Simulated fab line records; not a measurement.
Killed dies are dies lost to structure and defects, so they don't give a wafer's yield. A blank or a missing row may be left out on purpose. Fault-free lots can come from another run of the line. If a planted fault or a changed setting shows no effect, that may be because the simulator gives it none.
One fault seen from 2 desks + flow gf180mcu + each desk has only its own numbers; what lay behind them comes last

## AT THE TOOL OWNER'S DESK: cmp-02
The tool's own readings at GF_V1_CMP_26 (polishes, stops on SiO2, t overpolish 15 s, target thk 0 nm): means of the sampled wafers that have a number, for each lot that ran on this tool. A lot is out of limits, marked OUT, if its mean lies more than 4 standard deviations from the usual mean; the brackets give that distance.
Columns: A = motorCurrentA at GF_V1_CMP_26, usual 10.7 A; B = overpolishRunS at GF_V1_CMP_26, usual 15.001 s; C = slurryFilterDpKPa at GF_V1_CMP_26, usual 13.50 kPa; D = timeToEndpointS at GF_V1_CMP_26, usual 85 s
| lot  | first seen here | A    | B      | C     | D  |
|------|-----------------|------|--------|-------|----|
| L854 | day 18 01:25    | 11.2 | 14.995 | 13.49 | 87 |
| L855 | day 18 06:35    | 11.0 | 15.002 | 13.46 | 83 |
| L856 | day 19 03:08    | 10.8 | 15.003 | 13.50 | 85 |
| L859 | day 20 01:10    | 11.2 | 15.001 | 13.47 | 87 |
| L861 | day 20 22:38    | 10.4 | 14.994 | 13.46 | 87 |
| L865 | day 22 11:35    | 11.4 | 15.017 | 13.42 | 81 |
| L866 | day 22 23:49    | 10.1 | 15.002 | 13.44 | 81 |
Finding of this desk: none of the 7 lots has anything out of limits.

## THE METROLOGY DESK
Lot by lot, what the gauges showed, no matter which tool ran the lot: averages of those sampled wafers that carry a number. A lot is out of limits, marked OUT, if its mean lies more than 4 standard deviations from the usual mean; the brackets give that distance.
Columns: A = M3_OVL at GF_M3_OVL_MEAS_15, usual 0 nm
| lot  | first seen here | A   |
|------|-----------------|-----|
| L854 | day 21 03:59    | -11 |
| L855 | day 21 11:07    | 1   |
| L856 | day 22 06:14    | 1   |
| L857 | day 22 13:20    | -1  |
| L859 | day 23 03:58    | -1  |
| L860 | day 23 09:13    | 4   |
| L861 | day 23 22:31    | -2  |
| L865 | day 25 10:46    | 4   |
| L866 | day 25 19:13    | -3  |
| L870 | day 27 02:52    | 9   |
| L874 | day 28 03:26    | -4  |
| L875 | day 28 05:45    | 6   |
| L877 | day 28 22:22    | 4   |
Finding of this desk: none of the 13 lots has anything out of limits.

## PUT TOGETHER
The tool owner's desk saw nothing out of limits.
The metrology desk saw nothing out of limits.

## WHAT THE SIMULATOR PUT IN
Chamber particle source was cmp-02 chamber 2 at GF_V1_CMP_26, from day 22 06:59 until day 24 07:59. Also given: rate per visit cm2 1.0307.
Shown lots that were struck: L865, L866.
